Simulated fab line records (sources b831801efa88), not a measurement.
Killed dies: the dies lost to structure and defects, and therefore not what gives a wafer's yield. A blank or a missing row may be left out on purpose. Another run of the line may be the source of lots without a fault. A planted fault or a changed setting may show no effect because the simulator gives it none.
Chamber matching + flow sky130 + SKY_POLY_CUT_ETCH_10 on rie diel-04: 4 sister chambers
The step etches BARC in N2/H2, stops on SiO2, time 45.9 s, target depth 60 nm. 14 wafers are shown with their chamber, then 7 later ones without.

## EACH WAFER AND ITS CHAMBER
| wafer  | chamber | drypump motor current A (A) | oes product au (a.u.) | throttle valve pct (%) |
|--------|---------|-----------------------------|-----------------------|------------------------|
| L777.1 | 0       | 6.3                         | 0.857                 | 13.227                 |
| L777.4 | 0       | 6.2                         | 0.861                 | 13.210                 |
| L777.6 | 1       | 6.0                         | 0.855                 | 13.240                 |
| L780.1 | 1       | 6.0                         | 0.849                 | 13.214                 |
| L780.2 | 2       | 6.0                         | 0.854                 | 13.232                 |
| L780.5 | 3       | 6.8                         | 0.846                 | 13.231                 |
| L787.3 | 2       | 6.0                         | 0.861                 | 13.247                 |
| L787.4 | 1       | 6.0                         | 0.850                 | 13.219                 |
| L787.6 | 0       | 6.2                         | 0.850                 | 13.211                 |
| L788.1 | 2       | 6.0                         | 0.866                 | 13.221                 |
| L788.4 | 0       | 6.3                         | 0.859                 | 13.218                 |
| L788.5 | 3       | 6.8                         | 0.857                 | 13.205                 |
| L791.1 | 0       | 6.3                         | 0.853                 | 13.227                 |
| L791.5 | 2       | 6.0                         | 0.854                 | 13.225                 |

SIGNATURES (averages over the wafers above)
| reading                 | chamber 0 | chamber 1 | chamber 2 | chamber 3 | scatter within a chamber |
|-------------------------|-----------|-----------|-----------|-----------|--------------------------|
| drypump motor current A | 6.260     | 6.000     | 6.000     | 6.800     | 0.0346                   |
| oes product au          | 0.85600   | 0.85133   | 0.85875   | 0.85150   | 0.00514                  |
| throttle valve pct      | 13.21860  | 13.22433  | 13.23125  | 13.21800  | 0.0118                   |
Rule: distance of a wafer from a chamber = root of the sum over the readings of ((wafer's reading minus chamber's mean) / reading's scatter) squared. The wafer belongs to the nearest chamber; if the next one is less than 2 further off, it can't be placed. The scatter is the square root of a quotient: the sum, over the shown wafers, of each reading's squared deviation from its chamber's mean, divided by wafers minus chambers.

## WAFERS MISSING THEIR CHAMBER
| wafer  | drypump motor current A (A) | oes product au (a.u.) | throttle valve pct (%) |
|--------|-----------------------------|-----------------------|------------------------|
| L791.6 | 6.0                         | 0.852                 | 13.231                 |
| L795.1 | 6.2                         | 0.861                 | 13.213                 |
| L795.4 | 6.0                         | 0.853                 | 13.231                 |
| L795.5 | 6.8                         | 0.853                 | 13.221                 |
| L797.2 | 6.7                         | 0.864                 | 13.222                 |
| L797.4 | 6.0                         | 0.848                 | 13.223                 |
| L797.6 | 6.0                         | 0.859                 | 13.235                 |

## THE CHAMBER EACH PASSED THROUGH
| wafer  | from the rows above     | in truth |
|--------|-------------------------|----------|
| L791.6 | can't be placed: 1 or 2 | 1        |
| L795.1 | 0                       | 0        |
| L795.4 | can't be placed: 1 or 2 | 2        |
| L795.5 | 3                       | 3        |
| L797.2 | 3                       | 3        |
| L797.4 | can't be placed: 1 or 2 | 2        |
| L797.6 | can't be placed: 2 or 1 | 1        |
3 of 7 placed correctly. Can't be placed from these rows: 4 (the true chamber is among the candidates in 4). 0 placed wrongly.
